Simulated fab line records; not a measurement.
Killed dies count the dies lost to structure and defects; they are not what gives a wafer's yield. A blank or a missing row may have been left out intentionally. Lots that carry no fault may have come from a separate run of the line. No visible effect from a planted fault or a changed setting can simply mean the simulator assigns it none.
Check for tools in common | flow sky130 | 13 lots, 35 wafers sampled

WHY THIS WAS OPENED
Of 13 lots, 2 have the reading METAL2_ALCU_RS flagged at SKY_METAL2_RS_MEAS_05. Wafers without a fault read 0.1264 ohm/sq, standard deviation 0.0013.
Rule: flag the lot when none of its wafers has a number, or when each of its wafers that has one lies beyond 4 standard deviations from that mean. The rest of the lots are taken to be sound.

lot  | measured     | on           | METAL2_ALCU_RS (ohm/sq), wafer by wafer | flag
L545 | day 35 16:51 | filmMetro-04 | 0.1253 0.1269 0.1258                    | 
L548 | day 35 17:36 | filmMetro-04 | 0.1261 0.1239 0.1238                    | 
L544 | day 35 23:58 | filmMetro-04 | 0.1275 0.1252 0.1243                    | 
L547 | day 36 02:13 | filmMetro-03 | 0.1393                                  | FLAGGED
L549 | day 36 12:01 | filmMetro-03 | 0.1362                                  | FLAGGED
L554 | day 37 17:23 | filmMetro-03 | 0.1277 0.1267 0.1256                    | 
L556 | day 38 06:35 | filmMetro-03 | 0.1281 0.1281 0.1279                    | 
L558 | day 38 15:05 | filmMetro-03 | 0.1270 0.1255 0.1261                    | 
L560 | day 39 13:35 | filmMetro-03 | 0.1260 0.1253 0.1263                    | 
L561 | day 39 14:15 | filmMetro-03 | 0.1251 0.1265 0.1266                    | 
L562 | day 39 20:36 | filmMetro-03 | 0.1247 0.1236 0.1275                    | 
L564 | day 40 16:31 | filmMetro-03 | 0.1256 0.1274 0.1253                    | 
L566 | day 40 23:10 | filmMetro-04 | 0.1270 0.1282 0.1265                    | 
Average over the flagged lots: 0.1377 ohm/sq; offset from the usual +0.0113 ohm/sq, equal to +9 standard deviations.

LOT BY LOT: THE TOOL USED
The record holds 2 process steps before the reading, out of a route of 708 steps. In each cell: the tool, then ch and the chambers that the sampled wafers went through, then the start.
lot  | flag    | SKY_VIA1_SPUTTER_20         | SKY_METAL2_SPUTTER_02
L545 |         | pvdSputter-03, day 35 16:02 | pvdSputter-01, day 35 16:43
L548 |         | pvdSputter-02, day 35 16:46 | pvdSputter-04, day 35 17:31
L544 |         | pvdSputter-02, day 35 23:11 | pvdSputter-04, day 35 23:53
L547 | FLAGGED | pvdSputter-02, day 36 01:23 | pvdSputter-01, day 36 02:05
L549 | FLAGGED | pvdSputter-02, day 36 11:11 | pvdSputter-01, day 36 11:52
L554 |         | pvdSputter-02, day 37 16:37 | pvdSputter-03, day 37 17:18
L556 |         | pvdSputter-04, day 38 05:45 | pvdSputter-03, day 38 06:28
L558 |         | pvdSputter-02, day 38 14:17 | pvdSputter-03, day 38 14:58
L560 |         | pvdSputter-02, day 39 12:49 | pvdSputter-01, day 39 13:30
L561 |         | pvdSputter-04, day 39 13:29 | pvdSputter-04, day 39 14:10
L562 |         | pvdSputter-03, day 39 19:49 | pvdSputter-04, day 39 20:30
L564 |         | pvdSputter-02, day 40 15:44 | pvdSputter-04, day 40 16:25
L566 |         | pvdSputter-02, day 40 22:00 | pvdSputter-03, day 40 23:04
What is done by these steps:
- SKY_VIA1_SPUTTER_20: material TiN, target thk 20 nm, time 80 s.
- SKY_METAL2_SPUTTER_02: material AlCu, target thk 250 nm, time 13.3 s.
- SKY_METAL2_RS_MEAS_05: measures by four-point-probe.

FLAGGED AGAINST TOTAL, ONE TOOL AT A TIME (gauges that did the reading follow at the end)
step                  | tool          | lots run | flagged | share of the flagged lots | sound lots run after its first flagged lot
SKY_VIA1_SPUTTER_20   | pvdSputter-02 | 9        | 2       | all                       | 5 (L554,L558,L560,L564,L566)
SKY_VIA1_SPUTTER_20   | pvdSputter-03 | 2        | 0       | none                      | -
SKY_VIA1_SPUTTER_20   | pvdSputter-04 | 2        | 0       | none                      | -
SKY_METAL2_SPUTTER_02 | pvdSputter-01 | 4        | 2       | all                       | 1 (L560)
SKY_METAL2_SPUTTER_02 | pvdSputter-03 | 4        | 0       | none                      | -
SKY_METAL2_SPUTTER_02 | pvdSputter-04 | 5        | 0       | none                      | -
SKY_METAL2_RS_MEAS_05 | filmMetro-03  | 9        | 2       | all                       | 7 (L554,L556,L558,L560,L561,L562,L564)
SKY_METAL2_RS_MEAS_05 | filmMetro-04  | 4        | 0       | none                      | -

WHAT IS ALLOWED BY THE TABLE
Every flagged lot was run by 3 rows of the table: pvdSputter-02 at SKY_VIA1_SPUTTER_20, pvdSputter-01 at SKY_METAL2_SPUTTER_02 and filmMetro-03 at SKY_METAL2_RS_MEAS_05.
- pvdSputter-02 at SKY_VIA1_SPUTTER_20: 2 of its 9 lots flagged. Sound lots followed the first flagged one (L554, L558, L560, L564, L566) on it, something a lasting fault affecting the whole tool could not allow.
- pvdSputter-01 at SKY_METAL2_SPUTTER_02: 2 of its 4 lots flagged. Sound lots followed the first flagged one (L560) on it, something a lasting fault affecting the whole tool could not allow. Its own readings lie more than 4 standard deviations out on every wafer of the flagged lots: cathodeDcPowerW.
- filmMetro-03 at SKY_METAL2_RS_MEAS_05: 2 of its 9 lots flagged. Sound lots followed the first flagged one (L554, L556, L558, L560, L561, L562, L564) on it, something a lasting fault affecting the whole tool could not allow.
Every row of the table either missed a flagged lot or ran a sound lot after the first.

WHAT HAD BEEN PUT IN BY THE SIMULATOR
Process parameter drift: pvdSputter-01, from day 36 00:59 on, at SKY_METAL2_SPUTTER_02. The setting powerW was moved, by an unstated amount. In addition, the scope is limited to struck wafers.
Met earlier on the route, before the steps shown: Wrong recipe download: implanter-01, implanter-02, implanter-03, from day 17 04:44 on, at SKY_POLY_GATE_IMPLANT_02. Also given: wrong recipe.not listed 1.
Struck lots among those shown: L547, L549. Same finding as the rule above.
